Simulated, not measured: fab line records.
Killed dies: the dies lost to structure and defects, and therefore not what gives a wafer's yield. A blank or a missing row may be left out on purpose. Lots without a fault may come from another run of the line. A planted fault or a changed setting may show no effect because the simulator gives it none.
Which tool is to blame? || flow sky130 || Sampling: 12 lots, 35 wafers, 2 of 708 route steps

WHAT THE GAUGES SHOWED, per wafer
SKY_SD_N_CD_MEAS_07 targets a cd of 380 nm. Usual: cdNm 380.5 nm, standard deviation 2.9.
{"lot": "L762", "measured": "day 29 00:26", "on": "cdSem-02", "cdNm (nm)": "385.4 384.0 384.3", "flag": ""}
{"lot": "L764", "measured": "day 29 09:20", "on": "cdSem-02", "cdNm (nm)": "377.5 380.4 377.2", "flag": ""}
{"lot": "L768", "measured": "day 30 10:29", "on": "cdSem-01", "cdNm (nm)": "384.1 379.0 380.4", "flag": ""}
{"lot": "L769", "measured": "day 30 18:20", "on": "cdSem-01", "cdNm (nm)": "379.8 382.3 379.4", "flag": ""}
{"lot": "L771", "measured": "day 31 12:14", "on": "cdSem-01", "cdNm (nm)": "384.7 380.6 382.0", "flag": ""}
{"lot": "L774", "measured": "day 32 10:16", "on": "cdSem-01", "cdNm (nm)": "380.5 381.0 382.6", "flag": ""}
{"lot": "L775", "measured": "day 32 15:28", "on": "cdSem-02", "cdNm (nm)": "374.1 374.8", "flag": ""}
{"lot": "L776", "measured": "day 33 09:19", "on": "cdSem-01", "cdNm (nm)": "380.0 379.4 380.0", "flag": ""}
{"lot": "L777", "measured": "day 33 12:31", "on": "cdSem-01", "cdNm (nm)": "381.8 382.4 382.9", "flag": ""}
{"lot": "L781", "measured": "day 34 19:02", "on": "cdSem-01", "cdNm (nm)": "380.4 380.3 382.8", "flag": ""}
{"lot": "L782", "measured": "day 34 22:23", "on": "cdSem-02", "cdNm (nm)": "380.4 381.3 380.2", "flag": ""}
{"lot": "L783", "measured": "day 35 08:23", "on": "cdSem-01", "cdNm (nm)": "378.9 377.4 377.6", "flag": ""}

WHICH TOOL RAN EACH LOT (tool, then ch and the chambers of the sampled wafers, then the start)
{"lot": "L762", "SKY_SPACER_ETCHBACK_02": "rieDiel-04 ch 0,2,3, day 24 04:59"}
{"lot": "L764", "SKY_SPACER_ETCHBACK_02": "rieDiel-01 ch 0,1,2, day 24 14:11"}
{"lot": "L768", "SKY_SPACER_ETCHBACK_02": "rieDiel-01 ch 1,3, day 25 19:29"}
{"lot": "L769", "SKY_SPACER_ETCHBACK_02": "rieDiel-03 ch 1,3, day 26 01:01"}
{"lot": "L771", "SKY_SPACER_ETCHBACK_02": "rieDiel-03 ch 1,2,3, day 26 19:46"}
{"lot": "L774", "SKY_SPACER_ETCHBACK_02": "rieDiel-03 ch 0,2, day 27 20:27"}
{"lot": "L775", "SKY_SPACER_ETCHBACK_02": "rieDiel-04 ch 0,1, day 28 00:44"}
{"lot": "L776", "SKY_SPACER_ETCHBACK_02": "rieDiel-01 ch 0,1, day 28 19:28"}
{"lot": "L777", "SKY_SPACER_ETCHBACK_02": "rieDiel-04 ch 0,2, day 29 00:53"}
{"lot": "L781", "SKY_SPACER_ETCHBACK_02": "rieDiel-01 ch 0,1,3, day 30 06:49"}
{"lot": "L782", "SKY_SPACER_ETCHBACK_02": "rieDiel-03 ch 1,2,3, day 30 10:26"}
{"lot": "L783", "SKY_SPACER_ETCHBACK_02": "rieDiel-04 ch 0,1,2, day 30 20:23"}
- SKY_SPACER_ETCHBACK_02: etches Si3N4 in CH3F/O2, stops on SiO2, time 46.7 s, target depth 45 nm.

AS READ BY THE TOOLS THEMSELVES (means over the sampled wafers that have a number; for cases with no such wafer, the mark the record gives instead)
SKY_SPACER_ETCHBACK_02. Usual: drypumpMotorCurrentA 5.8 A, standard deviation 0.54; oesProductAu 0.855 a.u., standard deviation 0.0067; throttleValvePct 10.561 %, standard deviation 0.01.
{"lot": "L762", "tool": "rieDiel-04", "drypumpMotorCurrentA (A)": 5.8, "oesProductAu (a.u.)": 0.853, "throttleValvePct (%)": 10.555, "flag": ""}
{"lot": "L764", "tool": "rieDiel-01", "drypumpMotorCurrentA (A)": 5.8, "oesProductAu (a.u.)": 0.857, "throttleValvePct (%)": 10.568, "flag": ""}
{"lot": "L768", "tool": "rieDiel-01", "drypumpMotorCurrentA (A)": 5.5, "oesProductAu (a.u.)": 0.853, "throttleValvePct (%)": 10.568, "flag": ""}
{"lot": "L769", "tool": "rieDiel-03", "drypumpMotorCurrentA (A)": 5.8, "oesProductAu (a.u.)": 0.853, "throttleValvePct (%)": 10.564, "flag": ""}
{"lot": "L771", "tool": "rieDiel-03", "drypumpMotorCurrentA (A)": 5.7, "oesProductAu (a.u.)": 0.858, "throttleValvePct (%)": 10.555, "flag": ""}
{"lot": "L774", "tool": "rieDiel-03", "drypumpMotorCurrentA (A)": 5.9, "oesProductAu (a.u.)": 0.851, "throttleValvePct (%)": 10.556, "flag": ""}
{"lot": "L775", "tool": "rieDiel-04", "drypumpMotorCurrentA (A)": 6.0, "oesProductAu (a.u.)": 0.865, "throttleValvePct (%)": 10.552, "flag": ""}
{"lot": "L776", "tool": "rieDiel-01", "drypumpMotorCurrentA (A)": 6.1, "oesProductAu (a.u.)": 0.863, "throttleValvePct (%)": 10.566, "flag": ""}
{"lot": "L777", "tool": "rieDiel-04", "drypumpMotorCurrentA (A)": 6.4, "oesProductAu (a.u.)": 0.862, "throttleValvePct (%)": 10.572, "flag": ""}
{"lot": "L781", "tool": "rieDiel-01", "drypumpMotorCurrentA (A)": 5.8, "oesProductAu (a.u.)": 0.844, "throttleValvePct (%)": 10.566, "flag": ""}
{"lot": "L782", "tool": "rieDiel-03", "drypumpMotorCurrentA (A)": 5.7, "oesProductAu (a.u.)": 0.855, "throttleValvePct (%)": 10.566, "flag": ""}
{"lot": "L783", "tool": "rieDiel-04", "drypumpMotorCurrentA (A)": 5.9, "oesProductAu (a.u.)": 0.841, "throttleValvePct (%)": 10.568, "flag": ""}

THE ANSWER, worked out from the rows above alone
Rule: take the mean of a lot's wafers that have a number; if it is more than 3 standard deviations from the usual mean, the lot is off. Also off: a lot with no number at a reading for which 4 or more lots have one. Where the step has rows for the other lots, those lots are counted as sound. First the gauges in route order, then the tools' own readings, where a lot's mean is used as printed above. The first step at which some lot is off is used, and at that step the reading that is off furthest; a lot without a number counts as furthest.
Across all readings shown, no lot is off: no conclusion can be drawn from this.

WHAT THE SIMULATOR HAD INSERTED
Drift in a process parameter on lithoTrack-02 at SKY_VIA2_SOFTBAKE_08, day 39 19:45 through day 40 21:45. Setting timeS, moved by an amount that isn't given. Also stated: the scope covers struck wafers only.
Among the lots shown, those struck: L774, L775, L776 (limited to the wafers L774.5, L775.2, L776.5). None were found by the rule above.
